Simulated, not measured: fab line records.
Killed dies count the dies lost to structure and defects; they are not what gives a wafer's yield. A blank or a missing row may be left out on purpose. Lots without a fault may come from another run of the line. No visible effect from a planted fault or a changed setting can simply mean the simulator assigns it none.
Commonality check across tools | flow gf180mcu | Sampled: 13 lots, 45 wafers

== REASON IT WAS OPENED ==
GF_STI_THK_MEAS_04, reading STI_CVD_03_THK: flagged on 2 of 13 lots. Fault-free wafers read 207.3 nm, with a standard deviation of 2.
Rule: a lot gets a flag if all its wafers with a number sit over 4 standard deviations from that mean, or if no wafer of it has a number. The rest of the lots are taken to be sound.

lot  | measured    | on            | STI_CVD_03_THK (nm), wafer by wafer | flag
L583 | day 1 18:45 | film_metro-04 | 203.8 204.2 204.9                   |
L582 | day 1 18:46 | film_metro-02 | 206.4 205.3 207.0                   |
L590 | day 3 05:34 | film_metro-04 | 209.5 209.8 207.9                   |
L591 | day 3 11:49 | film_metro-02 | 205.6 205.3 204.1                   |
L593 | day 4 00:11 | film_metro-04 | 418.7 417.5 419.0 419.2 417.2 418.7 | FLAGGED
L594 | day 4 07:54 | film_metro-02 | 413.1 417.1 415.6 412.9 416.9 415.6 | FLAGGED
L597 | day 4 16:49 | film_metro-03 | 208.5 206.7 209.0                   |
L598 | day 4 21:38 | film_metro-02 | 206.9 206.7 205.8                   |
L599 | day 5 02:34 | film_metro-03 | 205.8 205.6 207.2                   |
L600 | day 5 07:45 | film_metro-04 | 204.1 204.6 203.0                   |
L603 | day 5 22:40 | film_metro-02 | 204.5 205.4 204.3                   |
L604 | day 6 06:04 | film_metro-03 | 208.1 208.9 208.5                   |
L605 | day 6 13:01 | film_metro-04 | 207.3 205.4 204.7                   |
The numbers of the flagged lots are 416.8 nm on average: +209.5 nm against the usual, or +99 or more standard deviations.

== EACH LOT AND THE TOOL IT RAN ON ==
The record keeps 1 process step preceding the reading, out of 602 steps on the route. In each cell: the tool, then ch and the chambers that the sampled wafers went through, then the start.
lot  | flag    | GF_STI_CVD_03
L583 |         | lpcvd-01 ch 1, day 1 16:46
L582 |         | lpcvd-01 ch 1, day 1 16:46
L590 |         | lpcvd-02 ch 0, day 3 03:34
L591 |         | lpcvd-02 ch 0, day 3 09:50
L593 | FLAGGED | lpcvd-02 ch 0, day 3 20:01
L594 | FLAGGED | lpcvd-01 ch 0, day 4 03:46
L597 |         | lpcvd-01 ch 1, day 4 14:49
L598 |         | lpcvd-02 ch 1, day 4 19:38
L599 |         | lpcvd-02 ch 1, day 5 00:34
L600 |         | lpcvd-01 ch 1, day 5 05:44
L603 |         | lpcvd-02 ch 0, day 5 20:40
L604 |         | lpcvd-02 ch 0, day 6 04:04
L605 |         | lpcvd-01 ch 1, day 6 11:02
What these steps do:
- GF_STI_CVD_03: deposits Si3N4 from DCS/NH3, target thk 207.16 nm, time 3551 s.
- GF_STI_THK_MEAS_04

== FLAGGED AGAINST TOTAL, ONE TOOL AT A TIME (gauges that did the reading follow at the end) ==
step               | tool          | lots run | flagged | share of the flagged lots | sound lots run after its first flagged lot
GF_STI_CVD_03      | lpcvd-01      | 6        | 1       | some                      | 3 (L597,L600,L605)
GF_STI_CVD_03      | lpcvd-02      | 7        | 1       | some                      | 4 (L598,L599,L603,L604)
GF_STI_THK_MEAS_04 | film_metro-02 | 5        | 1       | some                      | 2 (L598,L603)
GF_STI_THK_MEAS_04 | film_metro-03 | 3        | 0       | none                      | -
GF_STI_THK_MEAS_04 | film_metro-04 | 5        | 1       | some                      | 2 (L600,L605)

== WHAT THE TABLE PERMITS ==
No row of the table ran every flagged lot.

== WHAT THE SIMULATOR HAD PUT IN ==
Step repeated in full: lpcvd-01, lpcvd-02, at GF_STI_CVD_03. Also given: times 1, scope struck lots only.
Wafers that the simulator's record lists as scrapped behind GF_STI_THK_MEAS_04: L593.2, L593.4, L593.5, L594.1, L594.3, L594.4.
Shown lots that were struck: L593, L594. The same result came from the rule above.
